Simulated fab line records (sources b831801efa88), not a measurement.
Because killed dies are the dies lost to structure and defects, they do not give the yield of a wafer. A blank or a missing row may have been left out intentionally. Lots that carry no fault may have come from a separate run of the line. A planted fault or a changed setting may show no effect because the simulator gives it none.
Chamber matching -- flow sky130 -- SKY_CONTACT_HDPCVD_02 on hdpcvd-01 has 3 sister chambers
The step deposits SiO2, target thk 565 nm, time 94.2 s. 14 wafers are shown with their chamber, then 7 later ones without.

## WAFERS PAIRED WITH THEIR CHAMBERS
wafer,chamber,runLengthS (s)
L330.2,0,121.7
L330.3,1,120.8
L330.4,2,121.3
L343.2,2,121.5
L343.3,1,121.3
L343.5,1,120.8
L344.2,2,121.6
L344.3,0,121.7
L344.5,0,121.7
L345.2,2,121.5
L345.3,1,121.2
L345.4,1,121.0
L349.1,0,121.6
L349.2,1,121.8

SIGNATURES (means of the wafers above)
reading,chamber 0,chamber 1,chamber 2,scatter within a chamber
runLengthS,121.675,121.150,121.475,0.265
Rule: for a wafer and a chamber, the distance is found by dividing, reading by reading, the gap between the wafer's reading and the chamber's mean by the reading's scatter, squaring, summing and taking the root. If the next closest chamber is less than 2 further off than the closest, the wafer can't be placed; otherwise it belongs to the closest. The scatter: the root of (the sum of the squares of (reading less its chamber's mean) over the shown wafers, divided by (wafers less chambers)).

## WAFERS WHOSE CHAMBER IS MISSING
wafer,runLengthS (s)
L349.5,121.9
L350.2,121.6
L350.3,121.7
L350.5,122.1
L351.1,121.2
L351.4,121.5
L351.5,120.8

## CHAMBER TAKEN BY EACH
wafer,from the rows above,in truth
L349.5,can't be placed: 0 or 2 or 1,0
L350.2,can't be placed: 0 or 2 or 1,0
L350.3,can't be placed: 0 or 2 or 1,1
L350.5,can't be placed: 0 or 2 or 1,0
L351.1,can't be placed: 1 or 2 or 0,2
L351.4,can't be placed: 2 or 0 or 1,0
L351.5,can't be placed: 1 or 2 or 0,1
0 of 7 placed correctly. Cannot be placed on the basis of these rows: 7; the candidates contain the true chamber in 7. Placed wrongly: 0.
